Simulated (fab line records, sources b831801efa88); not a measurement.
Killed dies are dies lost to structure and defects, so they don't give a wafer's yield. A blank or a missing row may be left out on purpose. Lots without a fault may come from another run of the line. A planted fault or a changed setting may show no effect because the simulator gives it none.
fab line records | flow sky130
record lots=6 wafers=18 last_day=49
route steps=708 shown LOCAL_INTERCONNECT@396 CONTACT@406 PAD_OPEN@708
lots that met no fault: from a run of the same line without faults
start_h: hours from the record's first day to the start of the lot's first wafer shown | wait_h: hours since the lot's step before | " the same as in the row above | L1.1+2: a row that stands for several wafers | - no value, or no start given | * or withheld: withheld | < > ~ a bound
route shown NAME@n: a module of which the file shows steps, and the number in the route of the first | usual: mean/standard deviation of fault-free wafers | same: alike in all rows | chamber/n: place in a boat | sites: the reading at each site | _std_site: their standard deviation | _edge_site: outer sites' mean less inner sites' | radius_mm: how far each site lies from the wafer's centre | mask NAME#n: copy n | behind: the tool/chamber that last shaped the wafer | hold: why the lot was held/for how many hours/how that ended | device: the transistor (n, p or np) that didn't switch | end of line: the same wafers' tests at the end of the route | a step without rows: its recipe alone | killed: dies lost to structure and defects at the first sort, not the wafer's yield | map: a wafer's dies, x killed, . not, _ none there
set.NAME: the setting as run; set.NAME@STEP: as run at that earlier step | model.NAME: the simulator's own value behind a step, which no gauge read
lots at some steps of the route; a table a step, a row a wafer
services: from which hour (start_h, from the record's first day; less than 0 if before it) a tool's chamber was out of use, for how many hours, and why
## steps
# step SKY_LOCAL_INTERCONNECT_PEB_09
# recipe peb_temp_c=withheld peb_time_s=withheld resist=KrF-thick
# step SKY_LOCAL_INTERCONNECT_DEVELOP_10
# recipe develop_time_s=60 resist=KrF-thick dev_temp_c=21
# step SKY_LOCAL_INTERCONNECT_CD_MEAS_11
# recipe target_cd_nm=170
# usual cd_nm=169.8/1.7
# columns lot.wafer tool chamber start_h wait_h cd_nm
L653.4 cd_sem-02 - 715.89 - 169.8
L653.5 " - " " 169.7
L653.6 " - " " 169.4
L655.2 cd_sem-01 - 736.15 - 171.3
L655.4 " - " " 170.5
L655.5 " - " " 170.8
L662.1 cd_sem-01 - 790.81 - 171.3
L662.2 " - " " 169.7
L662.6 " - " " 170.7
L663.1 cd_sem-02 - 813.08 - 171.5
L663.5 " - " " 173.5
L663.6 " - " " 171.9
L669.3 cd_sem-01 - 836.42 - 166.6
L669.4 " - " " 167.6
L669.6 " - " " 168.0
L671.2 cd_sem-02 - 855.50 - 173.5
L671.4 " - " " 172.8
L671.6 " - " " 173.1
# step SKY_LOCAL_INTERCONNECT_OVL_MEAS_12
# usual LOCAL_INTERCONNECT_OVL=-3/5.7
# columns lot.wafer tool chamber start_h wait_h LOCAL_INTERCONNECT_OVL[nm]
L653.4 overlay-02 - 715.97 0.1 -15
L653.5 " - " " -11
L653.6 " - " " -8
L655.2 overlay-01 - 736.26 0.1 3
L655.4 " - " " 0
L655.5 " - " " -2
L662.1 overlay-01 - 790.93 0.1 5
L662.2 " - " " 3
L662.6 " - " " -5
L663.1 overlay-02 - 813.20 0.1 -8
L663.5 " - " " -4
L663.6 " - " " -3
L669.3 overlay-02 - 836.52 0.1 -5
L669.4 " - " " -9
L669.6 " - " " -12
L671.2 overlay-02 - 855.61 0.1 -4
L671.4 " - " " -8
L671.6 " - " " -4
# step SKY_LOCAL_INTERCONNECT_ETCH_13
# recipe chemistry=N2/H2 target=BARC ion_energy_ev=200 bias_w=100 pressure_mtorr=30 n2_flow_sccm=100 h2_flow_sccm=200 icp_w=500 stop_on=SiO2 time_s=45.9 target_depth_a=600
# usual drypump_motor_current_A=5.3/0.39 h2_flow_sccm=200.0/0.57 oes_product_au=0.855/0.0049 throttle_valve_pct=13.225/0.0089
# columns lot.wafer tool chamber start_h wait_h drypump_motor_current_A h2_flow_sccm oes_product_au rf_hours_counter_h throttle_valve_pct
L653.4 rie_metal-04 1 716.05 0.1 5.1 199.9 0.855 - 13.244
L653.5 " 1 " " 5.2 199.9 0.850 - 13.225
L653.6 " 1 " " 5.2 200.4 0.848 - 13.236
L655.2 rie_metal-04 1 736.31 0.0 5.1 200.4 0.859 - 13.222
L655.4 " 1 " " 5.1 200.8 0.846 - 13.213
L655.5 " 1 " " 5.2 199.9 0.859 - 13.234
L662.1 rie_metal-03 0 790.97 0.0 6.4 201.0 0.847 14.3 13.220
L662.2 " 0 " " 6.4 200.0 0.864 - 13.227
L662.6 " 0 " " 6.4 201.1 0.852 - 13.225
L663.1 rie_metal-04 0 813.24 0.0 5.1 200.1 0.860 2.2 13.232
L663.5 " 1 " " 5.2 199.1 0.853 - 13.228
L663.6 " 0 " " 5.1 199.9 0.860 - 13.225
L669.3 rie_metal-02 0 836.56 0.0 4.9 201.3 0.853 - 13.216
L669.4 " 1 " " 5.7 200.3 0.856 - 13.209
L669.6 " 1 " " 5.7 199.9 0.858 - 13.224
L671.2 rie_metal-03 1 855.64 0.0 5.2 199.7 0.853 2.5 13.220
L671.4 " 1 " " 5.1 200.3 0.856 - 13.242
L671.6 " 1 " " 5.2 199.9 0.856 - 13.226
# step SKY_LOCAL_INTERCONNECT_METAL_ETCH_14
# recipe target_depth_nm=110 stop_on=PSG chemistry=Cl2/BCl3 target=TiN resist_sidewall_deg=88 pressure_mtorr=10 icp_w=900 bias_w=48.5 Cl2_flow_sccm=60 bcl3_flow_sccm=30 time_s=31.4
# usual bcl3_flow_sccm=30.01/0.094 drypump_motor_current_A=5.3/0.39 oes_product_au=0.942/0.0072 throttle_valve_pct=21.901/0.0095
# columns lot.wafer tool chamber start_h wait_h bcl3_flow_sccm drypump_motor_current_A oes_product_au rf_hours_counter_h throttle_valve_pct
L653.4 rie_metal-04 1 716.17 0.1 30.04 5.1 0.933 - 21.899
L653.5 " 1 " " 30.01 5.1 0.930 - 21.902
L653.6 " 1 " " 30.01 5.1 0.930 - 21.908
L655.2 rie_metal-04 1 736.43 0.1 30.00 5.2 0.956 - 21.901
L655.4 " 1 " " 30.03 5.2 0.942 - 21.894
L655.5 " 1 " " 30.06 5.1 0.945 - 21.886
L662.1 rie_metal-03 0 791.10 0.1 29.93 6.4 0.951 14.4 21.887
L662.2 " 0 " " 30.04 6.4 0.939 - 21.901
L662.6 " 0 " " 30.00 6.5 0.945 - 21.905
L663.1 rie_metal-04 0 813.30 0.0 29.90 5.1 0.944 2.2 21.885
L663.5 " 1 " " 30.17 5.2 0.949 - 21.904
L663.6 " 0 " " 30.00 5.1 0.943 - 21.903
L669.3 rie_metal-02 0 836.62 0.0 30.04 4.9 0.950 - 21.883
L669.4 " 1 " " 30.02 5.7 0.938 - 21.889
L669.6 " 1 " " 29.93 5.7 0.931 - 21.908
L671.2 rie_metal-03 1 855.70 0.0 29.96 5.2 0.942 2.5 21.906
L671.4 " 1 " " 29.96 5.2 0.938 - 21.891
L671.6 " 1 " " 29.94 5.2 0.942 - 21.914
# step SKY_LOCAL_INTERCONNECT_STRIP_15
# recipe chemistry=O2/N2 power_w=1400 pressure_mtorr=1500 platen_temp_c=withheld o2_flow_sccm=3000 n2_flow_sccm=300 overash_fraction=0.5
# usual drypump_motor_current_A=5.41/0.16 oes_product_au=0.426/0.0045 strip_time_to_endpoint_s=4.723/0.021
# same overash_fraction=0.5
# columns lot.wafer tool chamber start_h wait_h drypump_motor_current_A oes_product_au rf_hours_counter_h strip_time_to_endpoint_s
L653.4 plasma_asher-01 0 716.25 0.1 5.36 0.427 - 4.717
L653.5 " 1 " " 5.34 0.430 - 4.719
L653.6 " 0 " " 5.36 0.423 - 4.707
L655.2 plasma_asher-03 1 736.52 0.1 5.40 0.427 30 4.757
L655.4 " 1 " " 5.37 0.429 - 4.727
L655.5 " 0 " " 5.31 0.426 - 4.757
L662.1 plasma_asher-04 1 791.20 0.1 5.80 0.425 95 4.760
L662.2 " 0 " " 5.42 0.429 95 4.732
L662.6 " 0 " " 5.43 0.435 - 4.754
L663.1 plasma_asher-04 1 813.35 0.0 5.80 0.429 97 4.720
L663.5 " 0 " " 5.42 0.433 - 4.698
L663.6 " 1 " " 5.79 0.419 - 4.712
L669.3 plasma_asher-01 0 836.69 0.1 5.37 0.426 - 4.740
L669.4 " 1 " " 5.29 0.435 - 4.750
L669.6 " 0 " " 5.37 0.433 - 4.717
L671.2 plasma_asher-03 0 855.75 0.0 5.28 0.435 42 4.758
L671.4 " 0 " " 5.27 0.429 - 4.751
L671.6 " 1 " " 5.40 0.428 - 4.754
# step SKY_LOCAL_INTERCONNECT_STRIP_16
# recipe chemistry=post_etch_residue_remover time_s=1200 temp_c=72.5
# step SKY_LOCAL_INTERCONNECT_CLEAN_17
# recipe chemistry=IPA time_s=180 temp_c=25
# step SKY_LOCAL_INTERCONNECT_CLEAN_18
# recipe chemistry=O3/DIW dry=n2_spin
# step SKY_CONTACT_CVD_00
# recipe material=Si3N4 target_thk_nm=75 temp_c=400 time_s=withheld rf_w=450
# usual heater_power_w=671/100
# columns lot.wafer tool chamber start_h wait_h heater_power_w
L653.4 pecvd-02 2 716.84 0.0 604
L653.5 " 1 " " 905
L653.6 " 0 " " 463
L655.2 pecvd-04 2 737.12 0.0 630
L655.4 " 2 " " 638
L655.5 " 0 " " 643
L662.1 pecvd-03 1 791.80 0.0 657
L662.2 " 0 " " 697
L662.6 " 2 " " 609
L663.1 pecvd-04 0 813.95 0.0 695
L663.5 " 2 " " 720
L663.6 " 0 " " 692
L669.3 pecvd-02 2 837.34 0.0 627
L669.4 " 2 " " 612
L669.6 " 1 " " 918
L671.2 pecvd-03 0 856.35 0.0 691
L671.4 " 1 " " 565
L671.6 " 0 " " 698
# step SKY_CONTACT_THK_MEAS_01
# recipe reads=Si3N4_of_CONTACT_CVD_00
# usual CONTACT_CVD_00_THK=75.1/0.87
# columns lot.wafer tool chamber start_h wait_h CONTACT_CVD_00_THK[nm]
L653.4 film_metro-03 - 716.89 - 75.8
L653.5 " - " " 75.5
L653.6 " - " " 74.9
L655.2 film_metro-03 - 737.16 - 73.7
L655.4 " - " " 75.4
L655.5 " - " " 74.4
L662.1 film_metro-03 - 791.83 - 74.3
L662.2 " - " " 74.2
L662.6 " - " " 73.9
L663.1 film_metro-02 - 813.98 - 74.6
L663.5 " - " " 75.5
L663.6 " - " " 75.4
L669.3 film_metro-02 - 837.40 - 75.2
L669.4 " - " " 75.6
L669.6 " - " " 75.6
L671.2 film_metro-04 - 856.39 - 74.7
L671.4 " - " " 75.4
L671.6 " - " " 76.0
# step SKY_CONTACT_HDPCVD_02
# recipe material=SiO2 target_thk_nm=565 sigma_open_frac=0.3 time_s=94.2 temp_c=600 sih4_flow_sccm=60 pressure_mtorr=6
# usual sih4_flow_sccm=59.98/0.17
# columns lot.wafer tool chamber start_h wait_h sih4_flow_sccm model.SiO2_of_CONTACT_HDPCVD_02.thk_nm
L653.4 hdpcvd-01 0 716.95 0.1 59.98 567.2
L653.5 " 2 " " 59.92 554.5
L653.6 " 1 " " 60.06 570.7
L655.2 hdpcvd-02 2 737.21 0.0 60.19 558.7
L655.4 " 1 " " 60.03 571.8
L655.5 " 0 " " 60.33 574.7
L662.1 hdpcvd-01 1 791.89 0.1 60.06 561.1
L662.2 " 0 " " 60.10 567
L662.6 " 0 " " 59.94 562.4
L663.1 hdpcvd-01 1 814.04 0.1 59.94 565.4
L663.5 " 2 " " 59.64 560.6
L663.6 " 0 " " 59.82 562.2
L669.3 hdpcvd-01 2 837.44 0.0 72.15 680.5
L669.4 " 1 " " 72.09 678.8
L669.6 " 0 " " 71.89 679
L671.2 hdpcvd-01 0 856.44 0.0 72.27 681
L671.4 " 1 " " 72.00 671.7
L671.6 " 2 " " 71.98 672.3
# step SKY_CONTACT_THK_MEAS_03
# recipe reads=SiO2_of_CONTACT_HDPCVD_02
# usual CONTACT_HDPCVD_THK=564/4.5
# columns lot.wafer tool chamber start_h wait_h CONTACT_HDPCVD_THK[nm]
L653.4 film_metro-04 - 717.02 0.0 567
L653.5 " - " " 555
L653.6 " - " " 570
L655.2 film_metro-04 - 737.29 0.0 559
L655.4 " - " " 572
L655.5 " - " " 575
L662.1 film_metro-02 - 791.96 0.0 562
L662.2 " - " " 567
L662.6 " - " " 562
L663.1 film_metro-04 - 814.11 0.0 566
L663.5 " - " " 560
L663.6 " - " " 562
L669.3 film_metro-04 - 837.53 0.1 681
L669.4 " - " " 679
L669.6 " - " " 679
L671.2 film_metro-04 - 856.52 0.0 681
L671.4 " - " " 672
L671.6 " - " " 672
# step SKY_CONTACT_CMP_04
# recipe material=SiO2 down_force_psi=4 platen_rpm=60 pad_velocity_m_s=0.94248
# usual edge_zone_pressure_frac=1.001/0.0046 motor_current_A=11.9/1.3 retaining_ring_pressure_frac=1.000/0.0054 time_to_endpoint_s=84/3.6
# columns lot.wafer tool chamber start_h wait_h edge_zone_pressure_frac motor_current_A retaining_ring_pressure_frac time_to_endpoint_s
L653.4 cmp-01 0 717.10 0.1 0.996 13.1 0.988 87
L653.6 " 3 " " 0.991 12.8 1.002 88
L653.5 " 0 " " 0.993 12.8 0.991 81
L655.2 cmp-02 3 737.39 0.1 1.000 11.2 0.990 87
L655.4 " 1 " " 1.011 12.7 1.007 87
L655.5 " 3 " " 0.996 11.3 0.999 94
L662.1 cmp-01 2 792.12 0.1 0.999 8.9 1.003 83
L662.2 " 3 " " 1.004 12.0 1.004 83
L662.6 " 0 " " 1.001 12.9 0.997 82
L663.1 cmp-02 3 814.32 0.2 0.997 11.8 1.000 84
L663.6 " 0 " " 1.002 12.6 1.000 82
L663.5 " 1 " " 0.994 11.4 1.000 80
L669.4 cmp-01 0 837.67 0.1 1.001 13.0 1.000 127
L669.3 " 1 " " 0.996 13.3 0.997 123
L669.6 " 2 " " 0.997 9.4 1.005 124
L671.4 cmp-02 2 856.57 0.0 0.995 13.1 0.996 118
L671.2 " 0 " " 0.992 12.8 0.998 125
L671.6 " 2 " " 1.002 12.4 0.992 117
# step SKY_CONTACT_BOW_MEAS_05
# recipe mode=bow
# usual CONTACT_BOW=83/7.7
# columns lot.wafer tool chamber start_h wait_h CONTACT_BOW[um]
L653.4 film_metro-03 - 717.41 0.3 74
L653.5 " - " " 76
L653.6 " - " " 89
L655.2 film_metro-04 - 737.66 0.2 90
L655.4 " - " " 82
L655.5 " - " " 100
L662.1 film_metro-04 - 792.32 0.1 79
L662.2 " - " " 71
L662.6 " - " " 74
L663.1 film_metro-04 - 814.47 0.1 92
L663.5 " - " " 101
L663.6 " - " " 106
L669.3 film_metro-03 - 837.91 0.1 74
L669.4 " - " " 76
L669.6 " - " " 72
L671.2 film_metro-03 - 856.89 0.2 89
L671.4 " - " " 96
L671.6 " - " " 76
# step SKY_PAD_OPEN_PROBE_99
# usual killed_at_M0_to_M3=43/7.4 killed_at_M4_up=3.3/2 killed_at_contacts=24/5.4 killed_at_front_end=16/4.2 killed_at_other=0.3/0.61 killed_dies=87/9.4 killed_open=47/7.3 killed_short=40/6.7
# same gross_dies=492 killed_at_back_side=0
# columns lot.wafer tool chamber start_h wait_h killed_at_M0_to_M3 killed_at_M4_up killed_at_contacts killed_at_front_end killed_at_other killed_dies killed_open killed_short
L671.2 prober-01 - 1183.60 0.1 59 1 32 12 1 105 59 46
L671.4 prober-01 - 1183.70 0.2 41 3 18 23 0 85 43 42
L671.6 prober-01 - 1183.80 0.2 58 12 21 18 0 109 56 53
# killed by level:class
L671.2 VIA1:geometric_particle:open=16 CONTACT:geometric_particle:open=14 LI_CONTACT:geometric_particle:open=8 METAL1:geometric_particle:short=8 VIA2:geometric_particle:open=8 VIA2:geometric_particle:short=7 VIA3:geometric_particle:open=6 VIA1:geometric_particle:short=6
L671.4 VIA1:geometric_particle:open=11 FIELD_ISO:geometric_particle:open=6 FIELD_ISO:geometric_particle:short=6 CONTACT:geometric_particle:short=6 METAL1:geometric_particle:short=6 VIA3:geometric_particle:open=6 METAL2:geometric_particle:open=5 LI_CONTACT:geometric_particle:open=4
L671.6 VIA1:geometric_particle:open=13 METAL4:geometric_particle:short=10 METAL2:geometric_particle:short=9 FIELD_ISO:geometric_particle:open=8 METAL1:geometric_particle:short=8 VIA2:geometric_particle:open=7 CONTACT:geometric_particle:short=7 CONTACT:geometric_particle:open=7
## services
# columns tool chamber start_h hours kind
rie_metal-04 0 714.24 - clean
plasma_asher-03 - 719.11 4.5 repair
pecvd-02 2 724.81 3.9 repair
pecvd-02 0 727.19 7.2 repair
rie_metal-02 - 736.12 1.9 repair
cmp-02 - 742.85 8.2 pm
pecvd-02 1 746.11 12.7 repair
cmp-02 - 751.01 4.0 pm
cmp-02 - 754.61 2.1 repair
rie_metal-03 - 763.90 0.3 repair
pecvd-04 0 765.77 12.3 repair
pecvd-04 - 769.80 2.8 pm
rie_metal-04 - 770.84 1.5 repair
pecvd-02 - 772.55 2.8 pm
cmp-02 - 778.20 0.7 repair
plasma_asher-04 - 779.48 10.0 repair
rie_metal-02 0 785.88 3.1 repair
cmp-02 - 794.72 5.2 repair
hdpcvd-02 2 800.40 3.7 repair
plasma_asher-04 - 826.84 14.6 pm
rie_metal-02 1 827.76 2.6 repair
rie_metal-03 - 830.95 2.8 pm
cmp-02 - 831.01 2.0 repair
rie_metal-02 - 844.17 15.6 pm
## key
first_sign step=SKY_CONTACT_HDPCVD_02 reading=sih4_flow_sccm direction=up sigmas=72 usual=59.98 struck=72.06
effect step=SKY_CONTACT_THK_MEAS_03 reading=CONTACT_HDPCVD_THK direction=up sigmas=25 usual=564 struck=677
effect step=SKY_CONTACT_CMP_04 reading=time_to_endpoint_s direction=up sigmas=11 usual=* struck=*
model_effect step=SKY_CONTACT_HDPCVD_02 value=SiO2_of_CONTACT_HDPCVD_02.thk_nm without=564.2 struck=677.2
met_at SKY_CONTACT_HDPCVD_02
struck_wafers L669.3,L669.4,L669.6,L671.2,L671.4,L671.6
tester_left_out L669,L671
onset_between 814.04 837.44
fault kind=process_parameter_drift tool=hdpcvd-01 chamber=- onset_h=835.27 steps=SKY_CONTACT_HDPCVD_02 channel=sih4_flow_sccm offset=12 shape=step end_h=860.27 acts_in=these_recipes_only stated=60
# tester_left_out: of these lots the tester's yield and bins aren't shown, on N5 and GAA mostly nor the transistor test; their killed dies are dies lost to structure and defects alone, not to doping, threshold or leakage, so they don't give the yield
